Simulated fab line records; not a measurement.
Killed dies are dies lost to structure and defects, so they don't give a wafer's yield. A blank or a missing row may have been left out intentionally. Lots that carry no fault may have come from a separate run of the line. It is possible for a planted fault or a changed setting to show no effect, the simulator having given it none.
fab line records	flow sky130
record: lots: 6	wafers: 18	last_day: 50
route steps=708 shown SONOS_TUNNEL@158 SONOS_ONO@168 PAD_OPEN@708
lots that met no fault: from a run of the same line without faults
start_h: hours from the record's opening day to when the first of the lot's shown wafers began	wait_h: hours from the lot's prior step to this one	" same as the row above	L1.1+2: a single row standing in for several wafers	- value missing, or start not given	* or withheld: withheld	< > ~ a bound
route shown NAME@n: names a module that has steps shown in the file, with the first one's number in the route	usual: the fault-free wafers' mean and standard deviation	same: alike in all rows	chamber/n: place in a boat	sites: the reading at each site	_std_site: their standard deviation	_edge_site: inner sites' mean taken away from outer sites' mean	radius_mm: how far each site lies from the wafer's centre	mask NAME#n: copy n	behind: the most recent tool/chamber to have shaped the wafer	hold: what put the lot on hold/how long, in hours/how the hold closed	device: which transistor (n, p or np) failed to switch	end of line: at the end of the route, the tests of the same wafers	a step given without rows: its recipe and nothing more	killed: dies that structure and defects cost at the first sort, which is not the same as the wafer's yield	map: a wafer's dies, marking killed ones x, the rest . and places with no die _
set.NAME: the setting that was run; set.NAME@STEP: the one run at that earlier step	model.NAME: the simulator's own value behind a step, which no gauge read
lots at some steps of the route; a table a step, a row a wafer
== steps ==
step: SKY_SONOS_TUNNEL_EXPOSE_04
recipe: mask_id: TUNM	na: 0.6	source_shape: conventional	sigma_outer: 0.6	polarization: unpolarized	target_cd_nm: 410	dose_mj: 136
step: SKY_SONOS_TUNNEL_PEB_05
recipe: temp_c: withheld	time_s: *	resist: NOVOLAK
step: SKY_SONOS_TUNNEL_DEVELOP_06
recipe: resist: NOVOLAK	developer: TMAH	develop_time_s: 60	dev_temp_c: 23
step: SKY_SONOS_TUNNEL_CD_MEAS_07
recipe: target_cd_nm: 410
usual: cd_nm: 409.9/2.3
lot.wafer	tool	chamber	start_h	wait_h	cd_nm
L225.2	cd_sem-02	-	266.15	0.1	409.0
L225.5	"	-	"	"	410.0
L225.6	"	-	"	"	411.8
L233.2	cd_sem-01	-	334.01	0.1	412.1
L233.3	"	-	"	"	412.8
L233.5	"	-	"	"	410.9
L234.4	cd_sem-02	-	343.10	0.1	409.3
L234.5	"	-	"	"	408.3
L234.6	"	-	"	"	407.8
L242.1	cd_sem-02	-	405.69	0.1	409.1
L242.2	"	-	"	"	408.1
L242.3	"	-	"	"	409.8
L244.1	cd_sem-01	-	422.13	0.1	406.5
L244.4	"	-	"	"	406.6
L244.5	"	-	"	"	407.1
L245.1	cd_sem-02	-	426.63	0.1	411.0
L245.3	"	-	"	"	412.7
L245.5	"	-	"	"	411.5
step: SKY_SONOS_TUNNEL_OVL_MEAS_08
usual: SONOS_TUNNEL_OVL: 0.5/1.8
lot.wafer	tool	chamber	start_h	wait_h	SONOS_TUNNEL_OVL[nm]
L225.2	overlay-01	-	266.25	0.1	-1.0
L225.5	"	-	"	"	-1.0
L225.6	"	-	"	"	-1.8
L233.2	overlay-02	-	334.11	0.1	2.4
L233.3	"	-	"	"	1.1
L233.5	"	-	"	"	0.9
L234.4	overlay-02	-	343.18	0.1	0.7
L234.5	"	-	"	"	-0.8
L234.6	"	-	"	"	-0.2
L242.1	overlay-02	-	405.81	0.1	2.6
L242.2	"	-	"	"	0.6
L242.3	"	-	"	"	2.4
L244.1	overlay-02	-	422.25	0.1	1.0
L244.4	"	-	"	"	1.0
L244.5	"	-	"	"	0.0
L245.1	overlay-02	-	426.75	0.1	1.3
L245.3	"	-	"	"	2.3
L245.5	"	-	"	"	2.2
step: SKY_SONOS_TUNNEL_IMPLANT_09
recipe: species: B	energy_kev: 20	dose_cm2: 1e+12	tilt_deg: withheld
step: SKY_SONOS_TUNNEL_WET_ETCH_10
recipe: chemistry: dHF	target_depth_nm: 14	target: SiO2	dilution: 100:1	temp_c: 25	time_s: 280
step: SKY_SONOS_TUNNEL_STRIP_11
recipe: chemistry: SPM	time_s: 600	temp_c: 130
step: SKY_SONOS_TUNNEL_TW_MEAS_12
usual: SONOS_TUNNEL_TW: 197.5/1.9
lot.wafer	tool	chamber	start_h	wait_h	SONOS_TUNNEL_TW
L225.2	film_metro-03	-	266.72	0.0	194.9
L225.5	"	-	"	"	195.1
L225.6	"	-	"	"	195.2
L233.2	film_metro-03	-	334.60	0.0	194.2
L233.3	"	-	"	"	195.2
L233.5	"	-	"	"	193.9
L234.4	film_metro-04	-	343.64	0.0	199.0
L234.5	"	-	"	"	198.4
L234.6	"	-	"	"	197.7
L242.1	film_metro-02	-	406.28	0.0	198.1
L242.2	"	-	"	"	199.0
L242.3	"	-	"	"	197.7
L244.1	film_metro-02	-	422.71	0.0	199.5
L244.4	"	-	"	"	201.4
L244.5	"	-	"	"	201.6
L245.1	film_metro-02	-	427.21	0.0	201.8
L245.3	"	-	"	"	201.8
L245.5	"	-	"	"	202.0
step: SKY_SONOS_TUNNEL_CLEAN_13
recipe: chemistry: dHF	time_s: 20	dilution: 100:1	dry: ipa_marangoni
step: SKY_SONOS_ONO_OXIDATION_00
recipe: temp_c: 800	ambient: O2	idle_temp_c: 700	ramp_up_c_per_min: 10	ramp_down_c_per_min: 3	stabilise_s: 600	purge_s: 300	target_thk_a: 26	ox_time_s: 1249
step: SKY_SONOS_ONO_THK_MEAS_01
recipe: reads: SiO2_of_SONOS_ONO_OXIDATION_00
usual: SONOS_ONO_OXIDATION_THK: 2.61/0.051
lot.wafer	tool	chamber	start_h	wait_h	SONOS_ONO_OXIDATION_THK[nm]
L225.2	film_metro-01	-	269.68	0.0	2.64
L225.5	"	-	"	"	2.74
L225.6	"	-	"	"	2.66
L233.2	film_metro-01	-	336.02	0.0	2.57
L233.3	"	-	"	"	2.62
L233.5	"	-	"	"	2.58
L234.4	film_metro-02	-	345.06	0.0	2.62
L234.5	"	-	"	"	2.53
L234.6	"	-	"	"	2.60
L242.1	film_metro-02	-	409.58	0.0	2.71
L242.2	"	-	"	"	2.58
L242.3	"	-	"	"	2.68
L244.1	film_metro-04	-	424.13	0.0	2.67
L244.4	"	-	"	"	2.66
L244.5	"	-	"	"	2.68
L245.1	film_metro-04	-	428.63	0.0	2.59
L245.3	"	-	"	"	2.57
L245.5	"	-	"	"	2.60
step: SKY_SONOS_ONO_CVD_02
recipe: material: Si3N4	precursor: DCS/NH3	target_thk_nm: 10.5	temp_c: 770	time_s: 180	pressure_mtorr: 250
usual: spike_tc_bottom_C: 790.3/1.6	spike_tc_centre_C: 769.8/1.2	spike_tc_lower_C: 770.4/1.6	spike_tc_top_C: 785.5/2.4	spike_tc_upper_C: 769.4/1.4	susceptor_temp_C: 769.9/0.35	zone_power_lower_pct: 14.0/0.34	zone_power_upper_pct: 12.2/1.7
lot.wafer	tool	chamber	start_h	wait_h	spike_tc_bottom_C	spike_tc_centre_C	spike_tc_lower_C	spike_tc_top_C	spike_tc_upper_C	susceptor_temp_C	zone_power_lower_pct	zone_power_upper_pct	model.Si3N4_of_SONOS_ONO_CVD_02.thk_nm
L225.2	lpcvd-02	1	272.19	2.5	791.5	769.4	771.2	782.1	769.0	769.7	14.3	11.0	10.43
L225.5	"	1	"	"	790.6	769.5	771.9	785.3	768.2	769.7	14.2	10.7	10.47
L225.6	"	1	"	"	788.5	768.0	769.1	785.9	767.5	770.5	14.5	10.8	10.46
L233.2	lpcvd-02	0	336.08	0.1	822.3	801.7	802.1	819.3	803.0	802.3	14.6	15.3	18.28
L233.3	"	0	"	"	823.8	802.6	801.1	818.0	805.0	802.8	14.9	15.1	18.19
L233.5	"	0	"	"	823.4	802.6	800.9	818.3	803.1	802.2	15.0	15.3	18.18
L234.4	lpcvd-02	1	345.09	0.0	821.0	802.2	804.6	815.4	802.4	802.7	15.5	11.8	18.44
L234.5	"	1	"	"	822.3	801.8	804.2	816.0	801.3	802.4	15.7	11.6	18.41
L234.6	"	1	"	"	821.5	801.0	803.1	815.7	800.2	802.5	15.3	11.5	18.4
L242.1	lpcvd-02	0	409.64	0.1	791.5	770.8	770.2	787.5	773.0	769.7	13.8	14.1	10.58
L242.2	"	0	"	"	791.7	770.4	768.0	789.8	770.8	769.7	13.7	14.0	10.55
L242.3	"	0	"	"	791.2	770.5	768.2	786.6	770.9	769.4	13.8	14.1	10.58
L244.1	lpcvd-02	1	424.19	0.1	789.4	770.5	770.7	782.3	768.8	770.3	14.5	10.5	10.11
L244.4	"	1	"	"	789.6	767.8	771.0	784.4	768.8	770.3	14.3	11.0	10.22
L244.5	"	1	"	"	789.6	767.8	770.3	785.9	767.1	770.3	14.2	10.8	10.12
L245.1	lpcvd-02	0	429.88	1.2	790.2	770.2	770.8	788.1	771.4	770.6	13.5	14.1	10.44
L245.3	"	0	"	"	789.8	771.5	771.1	787.8	770.8	770.1	13.8	13.8	10.48
L245.5	"	0	"	"	790.3	770.1	767.8	788.7	770.8	769.6	13.5	14.0	10.54
step: SKY_SONOS_ONO_THK_MEAS_03
recipe: reads: Si3N4_of_SONOS_ONO_CVD_02
usual: SONOS_ONO_CVD_02_THK: 10.57/0.16
lot.wafer	tool	chamber	start_h	wait_h	hold	SONOS_ONO_CVD_02_THK[nm]
L225.2	film_metro-02	-	273.25	0.0	-	10.43
L225.5	"	-	"	"	-	10.47
L225.6	"	-	"	"	-	10.47
L233.2	film_metro-01	-	337.67	0.0	await_dispo/0.2h/release	18.34
L233.3	"	-	"	"	await_dispo/0.2h/release	18.21
L233.5	"	-	"	"	await_dispo/0.2h/release	18.21
L233.2	film_metro-01	-	337.90	0.2	-	18.21
L233.3	"	-	"	"	-	18.18
L233.5	"	-	"	"	-	18.15
L234.4	film_metro-02	-	346.17	0.0	await_dispo/0.2h/release	18.47
L234.5	"	-	"	"	await_dispo/0.2h/release	18.43
L234.6	"	-	"	"	await_dispo/0.2h/release	18.35
L234.4	film_metro-02	-	346.39	0.2	-	18.46
L234.5	"	-	"	"	-	18.40
L234.6	"	-	"	"	-	18.43
L242.1	film_metro-04	-	410.69	0.0	-	10.63
L242.2	"	-	"	"	-	10.57
L242.3	"	-	"	"	-	10.57
L244.1	film_metro-04	-	425.24	0.0	-	10.09
L244.4	"	-	"	"	-	10.22
L244.5	"	-	"	"	-	10.06
L245.1	film_metro-02	-	430.93	0.0	-	10.51
L245.3	"	-	"	"	-	10.49
L245.5	"	-	"	"	-	10.55
step: SKY_PAD_OPEN_PROBE_99
usual: defect_limited_yield: 82.3/2.1	killed_at_M0_to_M3: 44/7.3	killed_at_M4_up: 3.3/1.8	killed_at_contacts: 24/5.3	killed_at_front_end: 16/5	killed_at_other: 0.2/0.51	killed_dies: 87/10	killed_open: 47/7.5	killed_short: 40/6.3	sort_bin_3_pad_short: 0.9/0.41	sort_bin_5_function: 10.5/1.6	sort_bin_6_memory: 6.3/1.2	sort_n_pass: 405/10	sort_yield_pct: 82.3/2.1
same: gross_dies: 492	killed_at_back_side: 0	sort_bin_4_leakage[%]: 0	sort_bin_8_speed[%]: 0
lot.wafer	tool	chamber	start_h	wait_h	defect_limited_yield[%]	killed_at_M0_to_M3	killed_at_M4_up	killed_at_contacts	killed_at_front_end	killed_at_other	killed_dies	killed_open	killed_short	sort_bin_3_pad_short[%]	sort_bin_5_function[%]	sort_bin_6_memory[%]	sort_n_pass	sort_yield_pct[%]
L225.2	prober-02	-	1094.30	0.1	80.7	54	3	23	15	0	95	55	40	0.6	11.4	7.3	397	80.7
L225.5	prober-02	-	1094.45	0.2	80.3	53	2	30	11	1	97	52	45	0.8	13.2	5.7	395	80.3
L225.6	prober-02	-	1094.50	0.2	83.9	30	1	33	14	1	79	36	43	1.0	10.0	5.1	413	83.9
L242.1	prober-01	-	1189.78	0.1	80.7	44	4	35	12	0	95	51	44	0.2	12.4	6.7	397	80.7
L242.2	prober-01	-	1189.83	0.1	77.6	51	6	29	24	0	110	62	48	0.2	14.6	7.5	382	77.6
L242.3	prober-01	-	1189.88	0.2	82.1	40	5	24	19	0	88	33	55	1.8	9.3	6.7	404	82.1
L244.1	prober-01	-	1199.89	0.1	86.2	41	3	17	7	0	68	37	31	0.6	7.3	5.9	424	86.2
L244.4	prober-01	-	1200.04	0.2	84.1	40	5	21	12	0	78	38	40	1.0	8.9	5.9	414	84.1
L244.5	prober-01	-	1200.09	0.2	81.7	46	4	30	10	0	90	53	37	0.8	10.8	6.7	402	81.7
killed by level:class
L225.2 VIA1:geometric_particle:open=11 CONTACT:geometric_particle:open=11 VIA2:geometric_particle:open=10 METAL1:geometric_particle:short=9 LI_CONTACT:geometric_particle:open=7 METAL2:geometric_particle:short=6 VIA3:geometric_particle:open=6 POLY_GATE:geometric_particle:short=4
L225.5 VIA1:geometric_particle:open=14 LI_CONTACT:geometric_particle:open=10 VIA3:geometric_particle:open=8 CONTACT:geometric_particle:open=8 VIA3:geometric_particle:short=7 VIA2:geometric_particle:open=6 CONTACT:geometric_particle:short=5 METAL2:geometric_particle:short=5
L225.6 CONTACT:geometric_particle:short=12 LI_CONTACT:geometric_particle:open=8 CONTACT:geometric_particle:open=8 METAL1:geometric_particle:short=8 VIA2:geometric_particle:open=6 VIA1:geometric_particle:open=5 FIELD_ISO:geometric_particle:open=4 POLY_GATE:geometric_particle:short=4
L242.1 CONTACT:geometric_particle:open=13 LI_CONTACT:geometric_particle:open=11 VIA1:geometric_particle:open=9 METAL1:geometric_particle:short=8 VIA2:geometric_particle:open=8 METAL2:geometric_particle:short=5 FIELD_ISO:geometric_particle:short=4 CONTACT:geometric_particle:short=4
L242.2 VIA2:geometric_particle:open=14 VIA1:geometric_particle:open=11 FIELD_ISO:geometric_particle:short=10 CONTACT:geometric_particle:open=9 LI_CONTACT:geometric_particle:open=9 LOCAL_INTERCONNECT:geometric_particle:short=8 VIA3:geometric_particle:open=7 METAL2:geometric_particle:short=6
L242.3 METAL1:geometric_particle:short=9 CONTACT:geometric_particle:short=7 POLY_GATE:geometric_particle:short=6 LI_CONTACT:geometric_particle:open=6 METAL2:geometric_particle:short=6 FIELD_ISO:geometric_particle:open=5 FIELD_ISO:geometric_particle:short=5 VIA3:geometric_particle:open=5
L244.1 CONTACT:geometric_particle:open=7 METAL2:geometric_particle:short=7 METAL1:geometric_particle:short=6 VIA1:geometric_particle:open=6 CONTACT:geometric_particle:short=4 VIA2:geometric_particle:open=4 VIA3:geometric_particle:open=4 FIELD_ISO:geometric_particle:open=3
L244.4 VIA3:geometric_particle:open=10 CONTACT:geometric_particle:open=7 VIA1:geometric_particle:open=7 METAL1:geometric_particle:short=6 FIELD_ISO:geometric_particle:short=5 LI_CONTACT:geometric_particle:open=5 LOCAL_INTERCONNECT:geometric_particle:short=5 METAL2:geometric_particle:short=5
L244.5 CONTACT:geometric_particle:open=11 VIA3:geometric_particle:open=9 VIA1:geometric_particle:open=8 LI_CONTACT:geometric_particle:open=7 VIA2:geometric_particle:open=7 LOCAL_INTERCONNECT:geometric_particle:short=6 VIA1:geometric_particle:short=6 FIELD_ISO:geometric_particle:open=5
== key ==
first_sign: step: SKY_SONOS_ONO_CVD_02	reading: susceptor_temp_C	direction: up	sigmas: 93	usual: *	struck: *
effect: step: SKY_SONOS_ONO_CVD_02	reading: spike_tc_centre_C	direction: up	sigmas: 28	usual: 769.8	struck: 802.0
effect: step: SKY_SONOS_ONO_THK_MEAS_03	reading: visit	direction: added
effect: step: SKY_SONOS_ONO_THK_MEAS_03	reading: SONOS_ONO_CVD_02_THK	direction: up	sigmas: 49	usual: 10.57	struck: 18.33
model_effect: step: SKY_SONOS_ONO_CVD_02	value: Si3N4_of_SONOS_ONO_CVD_02.thk_nm	without: 10.44	struck: 18.32
met_at SKY_SONOS_ONO_CVD_02
struck_wafers L233.2,L233.3,L233.5,L234.4,L234.5,L234.6
scrapped_behind SKY_SONOS_ONO_THK_MEAS_03 L233.2,L233.3,L233.5,L234.4,L234.5,L234.6
onset_between 272.19 336.08
fault: kind: process_parameter_drift	tool: lpcvd-02	chamber: -	onset_h: 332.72	steps: SKY_SONOS_ONO_CVD_02	channel: temp_c	offset: *	shape: step	end_h: 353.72	acts_in: *	stated: *
